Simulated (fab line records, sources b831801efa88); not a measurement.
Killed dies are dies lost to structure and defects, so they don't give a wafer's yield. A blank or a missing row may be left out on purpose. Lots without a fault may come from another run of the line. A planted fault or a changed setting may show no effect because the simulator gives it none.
Which tool did it? | flow sky130 | 12 lots, 36 wafers sampled, at 4 steps of a route of 708

WHAT THE GAUGES READ, wafer by wafer
SKY_LI_CONTACT_CD_MEAS_12: target cd 170 nm. Usual: cd_nm 169.8 nm, standard deviation 1.7.
lot  | measured     | on        | cd_nm (nm)        | flag
L621 | day 29 01:35 | cd_sem-02 | 169.0 167.2 167.6 |
L622 | day 29 07:24 | cd_sem-02 | 171.8 171.3 172.2 |
L623 | day 29 19:01 | cd_sem-02 | 170.2 169.5 168.8 |
L625 | day 30 19:11 | cd_sem-02 | 169.1 168.2 169.3 |
L627 | day 31 12:37 | cd_sem-01 | 164.5 165.8 166.1 |
L628 | day 31 17:56 | cd_sem-01 | 170.1 170.9 170.5 |
L629 | day 32 02:02 | cd_sem-02 | 169.4 168.0 167.5 |
L630 | day 32 05:53 | cd_sem-01 | 171.6 171.6 172.4 |
L636 | day 34 03:38 | cd_sem-02 | 170.4 169.8 170.8 |
L638 | day 34 19:28 | cd_sem-01 | 171.9 171.7 173.2 |
L643 | day 36 06:29 | cd_sem-01 | 169.7 169.7 169.3 |
L644 | day 36 11:50 | cd_sem-02 | 169.9 169.7 169.0 |

SKY_CONTACT_THK_MEAS_01. Usual: CONTACT_CVD_00_THK 75.0 nm, standard deviation 1.2.
lot  | measured     | on            | CONTACT_CVD_00_THK (nm) | flag
L621 | day 30 08:47 | film_metro-02 | 75.8 76.0 76.5          |
L622 | day 30 13:29 | film_metro-02 | 74.9 74.4 73.8          |
L623 | day 31 00:59 | film_metro-02 | 74.3 74.9 75.0          |
L625 | day 32 00:29 | film_metro-02 | 74.0 75.7 74.8          |
L627 | day 32 18:36 | film_metro-01 | 76.6 76.6 76.3          |
L628 | day 32 23:49 | film_metro-02 | 74.9 75.1 74.7          |
L629 | day 33 06:56 | film_metro-02 | 73.6 73.7 74.0          |
L630 | day 33 11:22 | film_metro-01 | 74.3 74.6 73.1          |
L636 | day 35 07:53 | film_metro-02 | 75.6 74.7 77.7          |
L638 | day 36 00:40 | film_metro-02 | 75.9 77.1 77.4          |
L643 | day 37 10:59 | film_metro-02 | 72.9 73.7 73.7          |
L644 | day 37 16:22 | film_metro-04 | 73.9 73.6 76.5          |

WHICH TOOL RAN EACH LOT (tool, then ch and the chambers of the sampled wafers, then the start)
lot  | SKY_FIELD_ISO_ETCH_17           | SKY_POLY_CUT_STRIP_12
L621 | rie_si-01 ch 0,1,3, day 2 07:56 | plasma_asher-03 ch 0,1, day 24 02:35
L622 | rie_si-02 ch 0,1,3, day 2 09:00 | plasma_asher-03 ch 0, day 24 08:55
L623 | rie_si-01 ch 0,3, day 2 14:30   | plasma_asher-03 ch 0,1, day 24 20:48
L625 | rie_si-01 ch 0,1,3, day 3 02:47 | plasma_asher-01 ch 0,1, day 26 00:04
L627 | rie_si-02 ch 0,1,2, day 3 11:50 | plasma_asher-02 ch 0,1, day 26 18:06
L628 | rie_si-02 ch 0,2,3, day 3 17:02 | plasma_asher-02 ch 0,1, day 27 00:58
L629 | rie_si-02 ch 0,3, day 3 23:17   | plasma_asher-01 ch 0,1, day 27 07:10
L630 | rie_si-01 ch 0,1,2, day 4 05:05 | plasma_asher-03 ch 0,1, day 27 11:39
L636 | rie_si-01 ch 0,2,3, day 5 12:20 | plasma_asher-03 ch 0,1, day 29 13:13
L638 | rie_si-02 ch 0,3, day 5 21:39   | plasma_asher-01 ch 0,1, day 30 06:06
L643 | rie_si-01 ch 0,2, day 6 23:26   | plasma_asher-01 ch 0,1, day 31 18:49
L644 | rie_si-01 ch 0,1, day 7 05:53   | plasma_asher-01 ch 0,1, day 32 00:55
- SKY_FIELD_ISO_ETCH_17: etches Si in HBr/Cl2/O2, target depth 342 nm, time 97.7 s.
- SKY_POLY_CUT_STRIP_12: strips in O2/N2.

WHAT THE TOOLS THEMSELVES READ (means of the sampled wafers that have a number; where no wafer has one, the mark that the record gives instead)
SKY_FIELD_ISO_ETCH_17. Usual: drypump_motor_current_A 5.8 A, standard deviation 0.45; oes_product_au 1.001 a.u., standard deviation 0.0096; run_length_s 126.1 s, standard deviation 0.4; throttle_valve_pct 25.656 %, standard deviation 0.011.
lot  | tool      | drypump_motor_current_A (A) | oes_product_au (a.u.) | run_length_s (s) | throttle_valve_pct (%) | flag
L621 | rie_si-01 | 5.8                         | 0.995                 | 126.0            | 25.646                 |
L622 | rie_si-02 | 5.9                         | 0.994                 | 126.1            | 25.656                 |
L623 | rie_si-01 | 5.9                         | 0.996                 | 125.9            | 25.655                 |
L625 | rie_si-01 | 5.8                         | 1.000                 | 126.1            | 25.655                 |
L627 | rie_si-02 | 6.2                         | 0.999                 | 126.5            | 25.663                 |
L628 | rie_si-02 | 5.9                         | 0.998                 | 126.1            | 25.654                 |
L629 | rie_si-02 | 5.6                         | 0.997                 | 126.1            | 25.648                 |
L630 | rie_si-01 | 5.5                         | 0.998                 | 126.0            | 25.656                 |
L636 | rie_si-01 | 5.7                         | 1.007                 | 126.1            | 25.663                 |
L638 | rie_si-02 | 5.6                         | 0.996                 | 131.4            | 25.659                 | OFF
L643 | rie_si-01 | 5.5                         | 0.999                 | 126.1            | 25.658                 |
L644 | rie_si-01 | 5.6                         | 1.004                 | 126.3            | 25.660                 |

SKY_POLY_CUT_STRIP_12. Usual: drypump_motor_current_A 5.7 A, standard deviation 0.47; oes_product_au 0.452 a.u., standard deviation 0.005; strip_time_to_endpoint_s 5.357 s, standard deviation 0.018.
lot  | tool            | drypump_motor_current_A (A) | oes_product_au (a.u.) | strip_time_to_endpoint_s (s) | flag
L621 | plasma_asher-03 | 5.7                         | 0.452                 | 5.349                        |
L622 | plasma_asher-03 | 6.3                         | 0.450                 | 5.350                        |
L623 | plasma_asher-03 | 6.0                         | 0.453                 | 5.361                        |
L625 | plasma_asher-01 | 5.3                         | 0.453                 | 5.364                        |
L627 | plasma_asher-02 | 6.2                         | 0.454                 | 5.385                        |
L628 | plasma_asher-02 | 6.0                         | 0.454                 | 5.327                        |
L629 | plasma_asher-01 | 5.3                         | 0.455                 | 5.374                        |
L630 | plasma_asher-03 | 5.7                         | 0.453                 | 5.369                        |
L636 | plasma_asher-03 | 6.0                         | 0.458                 | 5.381                        |
L638 | plasma_asher-01 | 5.4                         | 0.446                 | 5.341                        |
L643 | plasma_asher-01 | 5.2                         | 0.450                 | 5.328                        |
L644 | plasma_asher-01 | 5.3                         | 0.453                 | 5.344                        |

THE ANSWER, worked out from the rows above alone
Rule: a lot is off if the mean of its wafers that have a number lies more than 3 standard deviations from the usual mean. A lot without any number at a reading at which 4 lots or more have one is off too. The other lots that the step has rows for count as sound. The gauges are gone through in route order, then the tools' own readings, and for those a lot's mean is taken as printed above. The first step at which some lot is off is used, and at that step the reading that is off furthest; a lot without a number counts as furthest.
Off: L638, at SKY_FIELD_ISO_ETCH_17 (run_length_s).
A tool fits if, at that step or a process step before it, it ran every lot that is off, and no sound lot after the first of them. One fits: rie_si-02 at SKY_FIELD_ISO_ETCH_17. Its last sound lot is L629 (day 3 23:17), its first lot that is off L638 (day 5 21:39): a fault that began between those two fits.
The tool's own readings at SKY_FIELD_ISO_ETCH_17 bear it out: on the lots that are off they differ by more than 5 times the standard deviation of the sound lots' means. run_length_s reads 131.4 s there against 126.1 s on the sound lots.

WHAT THE SIMULATOR HAD PUT IN
Process parameter drift: rie_si-02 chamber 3, from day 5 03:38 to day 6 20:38, at SKY_FIELD_ISO_ETCH_17. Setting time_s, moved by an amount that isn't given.
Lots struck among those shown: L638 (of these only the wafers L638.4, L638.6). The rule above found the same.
